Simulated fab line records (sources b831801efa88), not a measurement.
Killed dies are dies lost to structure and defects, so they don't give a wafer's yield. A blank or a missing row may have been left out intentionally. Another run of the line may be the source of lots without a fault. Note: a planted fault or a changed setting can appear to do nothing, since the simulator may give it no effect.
fab line records -- flow sky130
record lots=6, wafers=18, last-day=50
route steps=708 shown RES_XHIGH@336 SD_N@342 PAD_OPEN@708
lots untouched by any fault: they come from a run of this same line in which no faults occurred
start-h: the number of hours between the record's first day and the start of the first shown wafer of the lot -- wait-h: hours since the lot's step before -- " as in the row above -- L1.1+2: one row covering several wafers at once -- - no value, or no start was given -- * or withheld: withheld -- < > ~ a bound
route shown NAME@n: names a module that has steps shown in the file, with the first one's number in the route -- usual: mean/standard deviation taken from wafers without a fault -- same: alike in all rows -- chamber/n: place in a boat -- sites: readings site by site -- _std_site: the values' standard deviation -- _edge_site: inner sites' mean taken away from outer sites' mean -- radius-mm: for every site, how far away it sits from the centre of the wafer -- mask NAME#n: copy n -- behind: the last tool/chamber to shape the wafer -- hold: why the lot went on hold/how many hours it stayed there/how the hold came to an end -- device: whichever transistor did not switch (one of n, p or np) -- end of line: the route-end tests of the same wafers -- a step with no rows: only its recipe -- killed: dies that structure and defects cost at the first sort, which is not the same as the wafer's yield -- map: the dies of a wafer, with x for killed, . for not killed, _ for no die there
set.NAME: the setting as run; set.NAME@STEP: as run at that earlier step -- model.NAME: the simulator's own value behind a step, which no gauge read
a table for each step, a row for each wafer; lots at some steps of the route
services: a tool's chamber out of use, with start hour (start-h, from the record's first day; less than 0 if before it), hours out, and reason
## steps
# step SKY_RES_XHIGH_EXPOSE_04
# recipe mask-id=URPM, na=0.6, source-shape=conventional, sigma-outer=0.6, polarization=unpolarized, target-cd-nm=1270, dose-mj=140
# step SKY_RES_XHIGH_PEB_05
# recipe temp-c=withheld, time-s=*, resist=NOVOLAK
# step SKY_RES_XHIGH_DEVELOP_06
# recipe resist=NOVOLAK, developer=TMAH, develop-time-s=60, dev-temp-c=22.05
# step SKY_RES_XHIGH_IMPLANT_07
# recipe species=BF2, energy-kev=20, dose-cm2=3.6e+14, tilt-deg=0
# step SKY_RES_XHIGH_STRIP_08
# recipe chemistry=O2/N2, power-w=1400, pressure-mtorr=1500, platen-temp-c=withheld, o2-flow-sccm=3000, n2-flow-sccm=300, overash-fraction=0.5
# usual drypump-motor-current-A=5.8/0.35, oes-product-au=0.711/0.0046, strip-time-to-endpoint-s=14.27/0.032
lot.wafer,tool,chamber,start-h,wait-h,drypump-motor-current-A,oes-product-au,rf-hours-counter-h,strip-time-to-endpoint-s
L642.1,plasma-asher-01,0,660.76,0.1,6.1,0.713,87,14.28
L642.3,plasma-asher-01,1,660.76,0.1,5.6,0.710,-,14.32
L642.6,plasma-asher-01,0,660.76,0.1,6.2,0.711,-,14.29
L649.1,plasma-asher-04,1,704.46,0.1,4.8,0.706,27,14.26
L649.2,plasma-asher-04,0,704.46,0.1,6.2,0.713,27,14.26
L649.3,plasma-asher-04,0,704.46,0.1,6.2,0.706,-,14.27
L654.1,plasma-asher-01,0,739.50,0.1,6.1,0.711,95,14.29
L654.3,plasma-asher-01,0,739.50,0.1,6.2,0.706,-,14.29
L654.6,plasma-asher-01,0,739.50,0.1,6.1,0.714,-,14.28
L653.1,plasma-asher-01,0,740.38,0.1,6.1,0.704,95,14.26
L653.3,plasma-asher-01,1,740.38,0.1,5.6,0.716,-,14.30
L653.4,plasma-asher-01,0,740.38,0.1,6.1,0.713,-,14.27
L655.1,plasma-asher-02,1,768.56,0.1,6.0,0.709,2,14.27
L655.2,plasma-asher-02,0,768.56,0.1,5.8,0.718,2,14.27
L655.5,plasma-asher-02,1,768.56,0.1,6.1,0.711,-,14.29
L662.2,plasma-asher-01,1,791.28,0.1,5.6,0.716,100,14.31
L662.4,plasma-asher-01,0,791.28,0.1,6.2,0.719,-,14.32
L662.5,plasma-asher-01,1,791.28,0.1,5.6,0.720,-,14.31
# step SKY_RES_XHIGH_TW_MEAS_09
# usual RES_XHIGH_TW=1637/19
lot.wafer,tool,chamber,start-h,wait-h,RES_XHIGH_TW
L642.1,film-metro-03,-,660.86,0.1,1672
L642.3,film-metro-03,-,660.86,0.1,1667
L642.6,film-metro-03,-,660.86,0.1,1666
L649.1,film-metro-01,-,704.56,0.1,1638
L649.2,film-metro-01,-,704.56,0.1,1628
L649.3,film-metro-01,-,704.56,0.1,1625
L654.1,film-metro-04,-,739.60,0.1,1622
L654.3,film-metro-04,-,739.60,0.1,1622
L654.6,film-metro-04,-,739.60,0.1,1616
L653.1,film-metro-04,-,740.48,0.1,1614
L653.3,film-metro-04,-,740.48,0.1,1622
L653.4,film-metro-04,-,740.48,0.1,1624
L655.1,film-metro-01,-,768.66,0.1,1621
L655.2,film-metro-01,-,768.66,0.1,1629
L655.5,film-metro-01,-,768.66,0.1,1624
L662.2,film-metro-01,-,791.39,0.1,1631
L662.4,film-metro-01,-,791.39,0.1,1618
L662.5,film-metro-01,-,791.39,0.1,1623
# step SKY_SD_N_DEHYDRATE_00
# recipe temp-c=200, time-s=60
# step SKY_SD_N_HMDS_01
# recipe prime-time-s=60, prime-temp-c=120
# step SKY_SD_N_COAT_02
# recipe resist=NOVOLAK, spin-rpm=3000, resist-thk-nm=1140
# step SKY_SD_N_SOFTBAKE_03
# recipe temp-c=90, time-s=60, resist=NOVOLAK
# step SKY_SD_N_EXPOSE_04
# recipe mask-id=NSDM, na=0.6, source-shape=conventional, sigma-outer=0.6, polarization=unpolarized, target-cd-nm=380, dose-mj=141
# step SKY_SD_N_PEB_05
# recipe temp-c=withheld, time-s=*, resist=NOVOLAK
# step SKY_SD_N_DEVELOP_06
# recipe resist=NOVOLAK, developer=TMAH, develop-time-s=60, dev-temp-c=23
lot.wafer,tool,chamber,start-h,wait-h
L642.1+3+6,litho-track-04,0,688.70,0.1
L649.1+2+3,litho-track-01,0,730.96,0.1
L654.1+3+6,litho-track-04,0,765.55,0.1
L653.1+3+4,litho-track-04,0,766.15,0.1
L655.1+2+5,litho-track-01,0,794.51,0.1
L662.2+4+5,litho-track-01,0,817.29,0.1
# step SKY_SD_N_CD_MEAS_07
# recipe target-cd-nm=380
# usual cd-nm=380.4/2.2
lot.wafer,tool,chamber,start-h,wait-h,cd-nm
L642.1,cd-sem-02,-,688.85,0.1,382.4
L642.3,cd-sem-02,-,688.85,0.1,380.3
L642.6,cd-sem-02,-,688.85,0.1,381.8
L649.1,cd-sem-01,-,731.11,0.1,382.7
L649.2,cd-sem-01,-,731.11,0.1,383.9
L649.3,cd-sem-01,-,731.11,0.1,382.3
L654.1,cd-sem-01,-,765.70,0.1,-
L654.3,cd-sem-01,-,765.70,0.1,-
L654.6,cd-sem-01,-,765.70,0.1,-
L653.1,cd-sem-01,-,766.30,0.1,-
L653.3,cd-sem-01,-,766.30,0.1,-
L653.4,cd-sem-01,-,766.30,0.1,-
L655.1,cd-sem-01,-,794.66,0.1,382.5
L655.2,cd-sem-01,-,794.66,0.1,386.8
L655.5,cd-sem-01,-,794.66,0.1,384.4
L662.2,cd-sem-01,-,817.43,0.1,378.6
L662.4,cd-sem-01,-,817.43,0.1,377.6
L662.5,cd-sem-01,-,817.43,0.1,376.9
# step SKY_SD_N_OVL_MEAS_08
# usual SD_N_OVL=-0.6/1.4
lot.wafer,tool,chamber,start-h,wait-h,SD_N_OVL[nm]
L642.1,overlay-02,-,688.97,0.1,-0.7
L642.3,overlay-02,-,688.97,0.1,-0.5
L642.6,overlay-02,-,688.97,0.1,-1.8
L649.1,overlay-01,-,731.23,0.1,3.2
L649.2,overlay-01,-,731.23,0.1,0.3
L649.3,overlay-01,-,731.23,0.1,1.9
L654.1,overlay-02,-,765.82,0.1,-
L654.3,overlay-02,-,765.82,0.1,-
L654.6,overlay-02,-,765.82,0.1,-
L653.1,overlay-01,-,766.42,0.1,-
L653.3,overlay-01,-,766.42,0.1,-
L653.4,overlay-01,-,766.42,0.1,-
L655.1,overlay-02,-,794.78,0.1,-0.6
L655.2,overlay-02,-,794.78,0.1,-3.5
L655.5,overlay-02,-,794.78,0.1,-3.1
L662.2,overlay-02,-,817.54,0.1,-2.2
L662.4,overlay-02,-,817.54,0.1,-0.5
L662.5,overlay-02,-,817.54,0.1,-2.0
# step SKY_SD_N_IMPLANT_09
# recipe species=As, energy-kev=50, dose-cm2=4e+15, tilt-deg=0
# step SKY_SD_N_IMPLANT_10
# recipe species=P, energy-kev=20, dose-cm2=1e+14, tilt-deg=0
# step SKY_SD_N_STRIP_11
# recipe chemistry=O2/N2, power-w=1400, pressure-mtorr=1500, platen-temp-c=withheld, o2-flow-sccm=3000, n2-flow-sccm=300, overash-fraction=0.5
# usual drypump-motor-current-A=5.6/0.54, oes-product-au=0.527/0.0043, strip-time-to-endpoint-s=22.55/0.038
lot.wafer,tool,chamber,start-h,wait-h,drypump-motor-current-A,oes-product-au,rf-hours-counter-h,strip-time-to-endpoint-s
L642.1,plasma-asher-04,0,689.30,0.1,6.2,0.522,26,22.46
L642.3,plasma-asher-04,0,689.30,0.1,6.2,0.522,-,22.48
L642.6,plasma-asher-04,1,689.30,0.1,4.8,0.527,-,22.52
L649.1,plasma-asher-03,0,731.57,0.1,5.3,0.528,57,22.53
L649.2,plasma-asher-03,1,731.57,0.1,5.4,0.527,57,22.53
L649.3,plasma-asher-03,1,731.57,0.1,5.4,0.529,-,22.53
L654.1,plasma-asher-01,0,766.15,0.1,6.1,0.525,98,22.53
L654.3,plasma-asher-01,1,766.15,0.1,5.6,0.525,-,22.52
L654.6,plasma-asher-01,1,766.15,0.1,5.6,0.521,-,22.50
L653.1,plasma-asher-01,0,766.75,0.1,6.2,0.529,98,22.51
L653.3,plasma-asher-01,1,766.75,0.1,5.6,0.527,-,22.58
L653.4,plasma-asher-01,0,766.75,0.1,6.2,0.523,-,22.55
L655.1,plasma-asher-01,1,795.12,0.1,5.6,0.527,101,22.60
L655.2,plasma-asher-01,0,795.12,0.1,6.2,0.524,101,22.56
L655.5,plasma-asher-01,0,795.12,0.1,6.2,0.528,-,22.59
L662.2,plasma-asher-04,1,817.87,0.1,4.8,0.522,37,22.48
L662.4,plasma-asher-04,1,817.87,0.1,4.8,0.520,-,22.52
L662.5,plasma-asher-04,1,817.87,0.1,4.8,0.524,-,22.53
# step SKY_SD_N_TW_MEAS_12
# usual SD_N_TW=3961/40
lot.wafer,tool,chamber,start-h,wait-h,SD_N_TW
L642.1,film-metro-03,-,689.40,0.1,4062
L642.3,film-metro-03,-,689.40,0.1,4072
L642.6,film-metro-03,-,689.40,0.1,4031
L649.1,film-metro-04,-,731.67,0.1,3945
L649.2,film-metro-04,-,731.67,0.1,3947
L649.3,film-metro-04,-,731.67,0.1,3952
L654.1,film-metro-04,-,766.25,0.1,30
L654.3,film-metro-04,-,766.25,0.1,30
L654.6,film-metro-04,-,766.25,0.1,30
L653.1,film-metro-01,-,766.85,0.1,30
L653.3,film-metro-01,-,766.85,0.1,30
L653.4,film-metro-01,-,766.85,0.1,30
L655.1,film-metro-04,-,795.22,0.1,3915
L655.2,film-metro-04,-,795.22,0.1,3915
L655.5,film-metro-04,-,795.22,0.1,3918
L662.2,film-metro-01,-,817.98,0.1,3971
L662.4,film-metro-01,-,817.98,0.1,3952
L662.5,film-metro-01,-,817.98,0.1,3934
# step SKY_SD_N_CLEAN_13
# recipe chemistry=SC1/SC2, mix=1:4:20, temp-c=70, time-s=150, dry=n2-spin
# step SKY_PAD_OPEN_PROBE_99
# usual killed_at_M0_to_M3=43/7.1, killed_at_M4_up=3.0/1.6, killed-at-contacts=24/5.3, killed-at-front-end=16/4.1, killed-at-other=0.5/0.82, killed-dies=86/9.4, killed-on-rim=17/4.1, killed-open=46/6.9, killed-short=39/6.5
# same gross-dies=492, killed-at-back-side=0
lot.wafer,tool,chamber,start-h,wait-h,killed_at_M0_to_M3,killed_at_M4_up,killed-at-contacts,killed-at-front-end,killed-at-other,killed-dies,killed-on-rim,killed-open,killed-short
L649.1,prober-02,-,1138.96,0.1,50,3,24,15,0,92,14,54,38
L649.2,prober-02,-,1139.01,0.1,43,2,25,17,0,87,16,42,45
L649.3,prober-02,-,1139.06,0.2,40,1,19,11,1,72,16,38,34
L654.1,prober-02,-,1160.03,0.1,40,2,26,423,1,492,96,48,41
L654.3,prober-02,-,1160.13,0.2,40,1,23,428,0,492,96,46,29
L654.6,prober-02,-,1160.28,0.2,50,5,21,416,0,492,96,38,50
L653.1,prober-01,-,1162.29,0.1,35,4,23,430,0,492,96,38,37
L653.3,prober-01,-,1162.39,0.2,55,1,32,404,0,492,96,70,41
L653.4,prober-01,-,1162.44,0.2,47,4,11,430,0,492,96,30,42
L655.1,prober-01,-,1180.72,0.1,42,3,26,22,1,94,18,56,35
L655.2,prober-01,-,1180.77,0.1,48,2,19,9,0,78,9,51,25
L655.5,prober-01,-,1180.92,0.2,43,0,26,14,0,83,19,47,35
L662.2,prober-01,-,1196.19,0.1,45,3,16,20,0,84,23,43,40
L662.4,prober-01,-,1196.29,0.2,48,5,22,13,1,89,17,41,47
L662.5,prober-01,-,1196.34,0.2,44,7,27,10,1,89,17,55,33
# killed by level:class
L649.1 VIA1:geometric-particle:open=14 LI_CONTACT:geometric-particle:open=10 VIA3:geometric-particle:open=10 LOCAL_INTERCONNECT:geometric-particle:short=8 METAL2:geometric-particle:short=6 METAL1:geometric-particle:short=4 POLY_GATE:geometric-particle:open=4 VIA1:geometric-particle:short=4
L649.2 VIA1:geometric-particle:open=12 METAL1:geometric-particle:short=9 FIELD_ISO:geometric-particle:short=8 LI_CONTACT:geometric-particle:open=8 CONTACT:geometric-particle:open=8 VIA2:geometric-particle:short=7 METAL2:geometric-particle:short=6 FIELD_ISO:geometric-particle:open=4
L649.3 VIA3:geometric-particle:open=10 LI_CONTACT:geometric-particle:open=6 LOCAL_INTERCONNECT:geometric-particle:short=6 METAL2:geometric-particle:short=6 POLY_GATE:geometric-particle:open=4 VIA1:geometric-particle:short=4 METAL1:geometric-particle:short=4 VIA2:geometric-particle:open=4
L654.1 SD_N:area-develop=403 CONTACT:geometric-particle:open=10 VIA1:geometric-particle:open=9 LI_CONTACT:geometric-particle:open=8 VIA1:geometric-particle:short=6 CONTACT:geometric-particle:short=5 FIELD_ISO:geometric-particle:open=4 FIELD_ISO:geometric-particle:short=4
L654.3 SD_N:area-develop=417 VIA1:geometric-particle:open=10 VIA2:geometric-particle:open=10 CONTACT:geometric-particle:open=8 LI_CONTACT:geometric-particle:open=7 POLY_GATE:geometric-particle:short=4 CONTACT:geometric-particle:short=4 METAL1:geometric-particle:short=4
L654.6 SD_N:area-develop=404 METAL2:geometric-particle:short=10 VIA1:geometric-particle:short=8 VIA1:geometric-particle:open=8 VIA2:geometric-particle:open=7 CONTACT:geometric-particle:open=6 METAL4:geometric-particle:short=5 CONTACT:geometric-particle:short=5
L653.1 SD_N:area-develop=417 CONTACT:geometric-particle:open=13 VIA1:geometric-particle:open=8 METAL2:geometric-particle:short=5 VIA3:geometric-particle:short=5 POLY_GATE:geometric-particle:open=4 METAL4:geometric-particle:short=4 VIA2:geometric-particle:short=3
L653.3 SD_N:area-develop=381 CONTACT:geometric-particle:open=14 VIA1:geometric-particle:open=13 POLY_GATE:geometric-particle:open=10 VIA2:geometric-particle:open=10 LI_CONTACT:geometric-particle:open=9 VIA3:geometric-particle:open=7 CONTACT:geometric-particle:short=6
L653.4 SD_N:area-develop=420 VIA1:geometric-particle:open=13 METAL2:geometric-particle:short=7 VIA1:geometric-particle:short=5 VIA2:geometric-particle:open=4 METAL3:geometric-particle:short=4 FIELD_ISO:geometric-particle:short=3 LI_CONTACT:geometric-particle:short=3
L655.1 CONTACT:geometric-particle:open=11 VIA3:geometric-particle:open=7 FIELD_ISO:geometric-particle:open=6 LI_CONTACT:geometric-particle:open=6 METAL2:geometric-particle:short=6 VIA2:geometric-particle:open=6 POLY_GATE:geometric-particle:open=5 VIA1:geometric-particle:open=5
L655.2 VIA3:geometric-particle:open=12 VIA1:geometric-particle:open=9 CONTACT:geometric-particle:open=8 VIA2:geometric-particle:open=8 LI_CONTACT:geometric-particle:open=6 METAL2:geometric-particle:short=5 VIA1:geometric-particle:short=4 POLY_GATE:geometric-particle:short=3
L655.5 VIA3:geometric-particle:open=11 VIA2:geometric-particle:open=9 LI_CONTACT:geometric-particle:short=8 CONTACT:geometric-particle:open=8 LI_CONTACT:geometric-particle:open=5 VIA1:geometric-particle:open=5 METAL2:geometric-particle:short=5 FIELD_ISO:geometric-particle:short=4
L662.2 FIELD_ISO:geometric-particle:open=9 VIA1:geometric-particle:open=9 CONTACT:geometric-particle:open=7 METAL2:geometric-particle:short=7 FIELD_ISO:geometric-particle:short=6 VIA3:geometric-particle:short=6 VIA3:geometric-particle:open=5 CONTACT:geometric-particle:short=4
L662.4 VIA1:geometric-particle:short=11 LI_CONTACT:geometric-particle:open=9 VIA1:geometric-particle:open=7 METAL2:geometric-particle:short=7 VIA2:geometric-particle:open=7 VIA3:geometric-particle:open=7 CONTACT:geometric-particle:open=5 FIELD_ISO:geometric-particle:open=4
L662.5 VIA1:geometric-particle:open=14 LI_CONTACT:geometric-particle:open=10 CONTACT:geometric-particle:open=10 METAL1:geometric-particle:short=7 METAL4:geometric-particle:short=7 VIA2:geometric-particle:open=6 METAL2:geometric-particle:short=5 FIELD_ISO:geometric-particle:open=3
# map L653.1 (x killed, . not)
__________xxxxxxxxxx_________
________xxxxxxxxxxxxxx_______
______xxxxxxxxxxxxxxxxxx_____
_____xxxxxxxxxxxxxxxxxxxx____
____xxxxxxxxxxxxxxxxxxxxxx___
___xxxxxxxxxxxxxxxxxxxxxxxx__
__xxxxxxxxxxxxxxxxxxxxxxxxxx_
_xxxxxxxxxxxxxxxxxxxxxxxxxxxx
_xxxxxxxxxxxxxxxxxxxxxxxxxxxx
_xxxxxxxxxxxxxxxxxxxxxxxxxxxx
_xxxxxxxxxxxxxxxxxxxxxxxxxxxx
_xxxxxxxxxxxxxxxxxxxxxxxxxxxx
_xxxxxxxxxxxxxxxxxxxxxxxxxxxx
_xxxxxxxxxxxxxxxxxxxxxxxxxxxx
_xxxxxxxxxxxxxxxxxxxxxxxxxxxx
__xxxxxxxxxxxxxxxxxxxxxxxxxx_
___xxxxxxxxxxxxxxxxxxxxxxxx__
____xxxxxxxxxxxxxxxxxxxxxx___
_____xxxxxxxxxxxxxxxxxxxx____
______xxxxxxxxxxxxxxxxxx_____
________xxxxxxxxxxxxxx_______
__________xxxxxxxxxx_________
# map L654.1 (x killed, . not)
__________xxxxxxxxxx_________
________xxxxxxxxxxxxxx_______
______xxxxxxxxxxxxxxxxxx_____
_____xxxxxxxxxxxxxxxxxxxx____
____xxxxxxxxxxxxxxxxxxxxxx___
___xxxxxxxxxxxxxxxxxxxxxxxx__
__xxxxxxxxxxxxxxxxxxxxxxxxxx_
_xxxxxxxxxxxxxxxxxxxxxxxxxxxx
_xxxxxxxxxxxxxxxxxxxxxxxxxxxx
_xxxxxxxxxxxxxxxxxxxxxxxxxxxx
_xxxxxxxxxxxxxxxxxxxxxxxxxxxx
_xxxxxxxxxxxxxxxxxxxxxxxxxxxx
_xxxxxxxxxxxxxxxxxxxxxxxxxxxx
_xxxxxxxxxxxxxxxxxxxxxxxxxxxx
_xxxxxxxxxxxxxxxxxxxxxxxxxxxx
__xxxxxxxxxxxxxxxxxxxxxxxxxx_
___xxxxxxxxxxxxxxxxxxxxxxxx__
____xxxxxxxxxxxxxxxxxxxxxx___
_____xxxxxxxxxxxxxxxxxxxx____
______xxxxxxxxxxxxxxxxxx_____
________xxxxxxxxxxxxxx_______
__________xxxxxxxxxx_________
## services
tool,chamber,start-h,hours,kind
plasma-asher-02,-,733.75,9.0,pm
plasma-asher-02,0,733.75,9.0,vent-cycle
plasma-asher-02,1,733.75,9.0,vent-cycle
plasma-asher-02,0,742.75,-,clean
plasma-asher-02,1,742.75,-,clean
plasma-asher-04,-,803.11,13.9,repair
## key
first-sign step=SKY_SD_N_CD_MEAS_07, reading=cd-nm, direction=missing
effect step=SKY_SD_N_OVL_MEAS_08, reading=SD_N_OVL, direction=missing
effect step=SKY_SD_N_TW_MEAS_12, reading=SD_N_TW, direction=down, sigmas=99+, usual=3961, struck=30
effect step=SKY_PAD_OPEN_PROBE_99, reading=killed-at-front-end, direction=up, sigmas=98, usual=16, struck=422
more-kills-born-at SKY_SD_N_DEVELOP_06@litho-track-04=2442
met-at SKY_SD_N_DEVELOP_06
struck-wafers L653.1,L653.3,L653.4,L654.1,L654.3,L654.6
tester-left-out L653,L654
onset-between 688.70 765.55
fault kind=process-parameter-drift, tool=litho-track-04, chamber=-, onset-h=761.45, steps=SKY_SD_N_DEVELOP_06, channel=develop-time-s, offset=*, shape=step, end-h=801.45, acts-in=*, stated=*
# tester-left-out: of these lots the tester's yield and bins aren't shown, on N5 and GAA mostly nor the transistor test; their killed dies are dies lost to structure and defects alone, not to doping, threshold or leakage, so they don't give the yield
